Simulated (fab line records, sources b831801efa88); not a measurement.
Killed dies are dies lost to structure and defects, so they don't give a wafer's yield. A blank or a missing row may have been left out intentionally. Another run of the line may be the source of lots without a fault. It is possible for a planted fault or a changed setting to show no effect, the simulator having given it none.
A struck lot beside a sound one    flow sky130    31 steps out of a route of 708
Sound: the wafers L706.1, L706.4, L706.6. The struck wafers were L711.2, L711.4, L711.6. The cause comes at the end.
At each step with rows: each side's tool, then ch and its chambers, then its first start. Under that, the readings that differ: sound wafers    struck wafers    difference of the means    sigmas: that difference in standard deviations of wafers without a fault.
alike: a reading whose means differ by less than 2 such deviations, as well as words and numbers matching on both sides. not compared: withheld readings; readings where some wafer has no value; bounds like >300 that might hide an equal value; numbers whose values overlap and for which the record gives no deviation.
A row with sigmas, a row that says differs or no value, or rows on one side alone: a step with any of these is where the two part. When numbers do not overlap yet have no deviation, they are printed without sigmas and do not part them. A reading missing from all wafers of one side parts the sides only when that side holds two or more wafers.

first, 3 steps without rows for these wafers: SKY_VIA1_STRIP_17 (strips in post etch residue remover, time 1200 s); SKY_VIA1_CLEAN_18 (cleans in IPA, time 180 s); SKY_VIA1_CLEAN_19 (cleans in O3/DIW).
SKY_VIA1_SPUTTER_20: material TiN, target thk 20 nm, time 80 s.
  sound on pvdSputter-03 at day 36 19:51; struck on pvdSputter-03 at day 38 10:25
  alike: throttleValvePct
SKY_VIA1_CVD_21: deposits W, target thk 270 nm, time 80.902 s.
  sound on cvdW-02 ch 0,1, day 36 19:55; struck on cvdW-02 ch 0, day 38 10:29
  alike: heaterPowerW
SKY_VIA1_RS_MEAS_22: the measuring method here is four-point-probe.
  sound on filmMetro-02 at day 36 20:00; struck on filmMetro-01 at day 38 10:36
  alike: VIA1_W_RS
SKY_VIA1_THK_MEAS_23: measures by xrf.
  sound on filmMetro-02 at day 36 20:07; struck on filmMetro-01 at day 38 10:43
  alike: VIA1_W_THK
then, 1 step without rows for these wafers: SKY_VIA1_CMP_24 (polishes, stops on SiO2, t overpolish 15 s, target thk 0 nm).
SKY_METAL2_SPUTTER_00: material Ti, target thk 15 nm, time 10 s.
  sound on pvdSputter-01 at day 36 20:29; struck on pvdSputter-02 at day 38 11:04
  alike: throttleValvePct
SKY_METAL2_SPUTTER_01: material TiN, target thk 20 nm, time 16.7 s.
  sound on pvdSputter-01 at day 36 20:31; struck on pvdSputter-02 at day 38 11:05
  alike: throttleValvePct
then, 2 steps without rows for these wafers: SKY_METAL2_SPUTTER_02 (material AlCu, target thk 250 nm, time 13.3 s); SKY_METAL2_SPUTTER_03 (material Ti, target thk 5 nm, time 3.3 s).
SKY_METAL2_SPUTTER_04: material TiN, target thk 70 nm, time 58.3 s.
  sound on pvdSputter-01 at day 36 20:34; struck on pvdSputter-02 at day 38 11:09
reading                                    sound              struck             difference  sigmas
model.TiN_of_METAL2_SPUTTER_04.thkNm (nm)  70.13 70.87 71.26  105.2 105.3 106.1  +34.8       
  alike: throttleValvePct
SKY_METAL2_RS_MEAS_05: the measuring method here is four-point-probe.
  sound on filmMetro-03 at day 36 20:37; struck on filmMetro-03 at day 38 11:30
  alike: METAL2_ALCU_RS
  not compared: hold
SKY_METAL2_THK_MEAS_06: measures by xrf.
  sound on filmMetro-03 at day 36 20:44; struck on filmMetro-03 at day 38 13:38
reading               sound        struck       difference  sigmas
METAL2_ALCU_THK (nm)  257 252 259  241 237 238  -17         -6
  not compared: hold
then, 7 steps without rows for these wafers: SKY_METAL2_HMDS_08 (prime time 60 s); SKY_METAL2_COAT_09 (resist thk 60 nm); SKY_METAL2_COAT_10 (resist thk 450 nm); SKY_METAL2_SOFTBAKE_11 (time 90 s); SKY_METAL2_EXPOSE_12 (exposes mask MM2, target cd 140 nm); SKY_METAL2_PEB_13; SKY_METAL2_DEVELOP_14 (develop time 60 s).
SKY_METAL2_CD_MEAS_15: target cd 140 nm.
  sound on cdSem-02 at day 37 22:37; struck on cdSem-01 at day 39 12:13
  alike: cdNm
SKY_METAL2_OVL_MEAS_16:
  sound on overlay-01 at day 37 22:44; struck on overlay-02 at day 39 12:20
  alike: METAL2_OVL
then, 1 step without rows for these wafers: SKY_METAL2_DESCUM_17 (chemistry O2, time 8 s).
SKY_METAL2_ETCH_18: etches BARC in N2/H2, stops on SiO2, time 45.9 s, target depth 60 nm.
  sound on rieMetal-02 ch 1, day 37 22:49; struck on rieMetal-01 ch 0,1, day 39 12:23
  alike: drypumpMotorCurrentA, oesProductAu, throttleValvePct
  not compared: rfHoursCounterH
then, 2 steps without rows for these wafers: SKY_METAL2_METAL_ETCH_19 (etches the open film in Cl2/BCl3, stops on SiO2, target depth 360 nm, time 78 s); SKY_METAL2_STRIP_20 (strips in O2/N2).
SKY_METAL2_STRIP_21: strips in post etch residue remover, time 1200 s.
  sound on wetBench-03 ch 2, day 37 23:04; struck on wetBench-04 ch 3, day 39 12:38
reading                                    sound              struck             difference  sigmas
model.TiN_of_METAL2_SPUTTER_04.thkNm (nm)  69.72 70.46 70.84  104.8 104.9 105.6  +34.8       
  alike: bathHeatDutyPct, tempC
then, 1 step without rows for these wafers: SKY_METAL2_CLEAN_22 (cleans in IPA, time 180 s).
-- the record jumps here: 10 days lie between the struck wafers' starts before and after (it left off in module METAL2 and takes up again in module PAD_OPEN, whose first step shown is number 708 of the route) --
SKY_PAD_OPEN_PROBE_99:
  sound on prober-01 at day 47 22:42; struck on prober-02 at day 49 02:07
  alike: defectLimitedYield, killed_at_M0_to_M3, killed_at_M4_up, killedAtContacts, killedAtFrontEnd, killedAtOther, killedDies, killedOpen, killedShort, sort_bin_3_pad_short, sort_bin_5_function, sort_bin_6_memory, sortNPass, sortYieldPct
  not compared: model.etest.via2Chain.rcOhm

== WHERE THEY PART ==
At SKY_METAL2_THK_MEAS_06 and nowhere else, as far as this record goes. Later steps at which nothing parts them and some readings are alike: SKY_METAL2_CD_MEAS_15, SKY_METAL2_OVL_MEAS_16, SKY_METAL2_ETCH_18, SKY_METAL2_STRIP_21, SKY_PAD_OPEN_PROBE_99.

WHY: what had been put in by the simulator
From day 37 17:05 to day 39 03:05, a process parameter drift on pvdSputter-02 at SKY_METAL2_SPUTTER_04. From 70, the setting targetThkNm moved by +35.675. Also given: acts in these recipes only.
